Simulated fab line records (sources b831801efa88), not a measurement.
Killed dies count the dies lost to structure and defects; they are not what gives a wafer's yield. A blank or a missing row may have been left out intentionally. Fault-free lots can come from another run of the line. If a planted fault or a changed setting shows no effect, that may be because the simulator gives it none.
Chamber matching ; flow sfq-line ; SFQ_TRILAYER_I4_VIA_BARC_OPEN_VIA_ETCH_146 on rie-diel-04 has 4 sister chambers
The step etches BARC in O2, target depth 125 nm, time 41.7 s. 14 wafers are shown with their chamber, then 7 later ones without.

WAFERS, EACH WITH ITS CHAMBER
wafer;chamber;oes-product-au (a.u.)
L172.1;3;0.687
L172.3;0;0.685
L172.5;3;0.688
L176.1;3;0.687
L176.4;0;0.682
L176.5;0;0.684
L177.1;2;0.680
L177.4;3;0.683
L177.5;0;0.698
L179.1;3;0.685
L179.2;1;0.686
L179.4;2;0.689
L180.3;2;0.689
L180.4;0;0.692

SIGNATURES, as means of the wafers listed above
reading;chamber 0;chamber 1;chamber 2;chamber 3;scatter within a chamber
oes-product-au;0.68820;0.68600;0.68600;0.68600;0.00497
Rule: for each reading, subtract the chamber's mean from the wafer's reading, divide by that reading's scatter and square the result; add these up over the readings and take the root, which gives the wafer's distance from the chamber. The wafer belongs to the nearest chamber; if the next one is less than 2 further off, it can't be placed. The scatter: take each reading less its chamber's mean, square it, sum over the shown wafers, divide by the number of wafers less the number of chambers, and take the root.

WAFERS WHOSE CHAMBER IS MISSING
wafer;oes-product-au (a.u.)
L180.6;0.686
L186.2;0.685
L186.3;0.687
L186.4;0.684
L192.2;0.695
L192.3;0.685
L192.4;0.687

EACH ONE'S CHAMBER
wafer;from the rows above;in truth
L180.6;can't be placed: 1 or 3 or 2 or 0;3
L186.2;can't be placed: 2 or 1 or 3 or 0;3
L186.3;can't be placed: 1 or 3 or 2 or 0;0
L186.4;can't be placed: 2 or 1 or 3 or 0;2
L192.2;can't be placed: 0 or 1 or 3 or 2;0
L192.3;can't be placed: 2 or 1 or 3 or 0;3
L192.4;can't be placed: 1 or 3 or 2 or 0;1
0 of 7 placed correctly. Cannot be placed on the basis of these rows: 7; the candidates contain the true chamber in 7. Wrongly placed: 0.
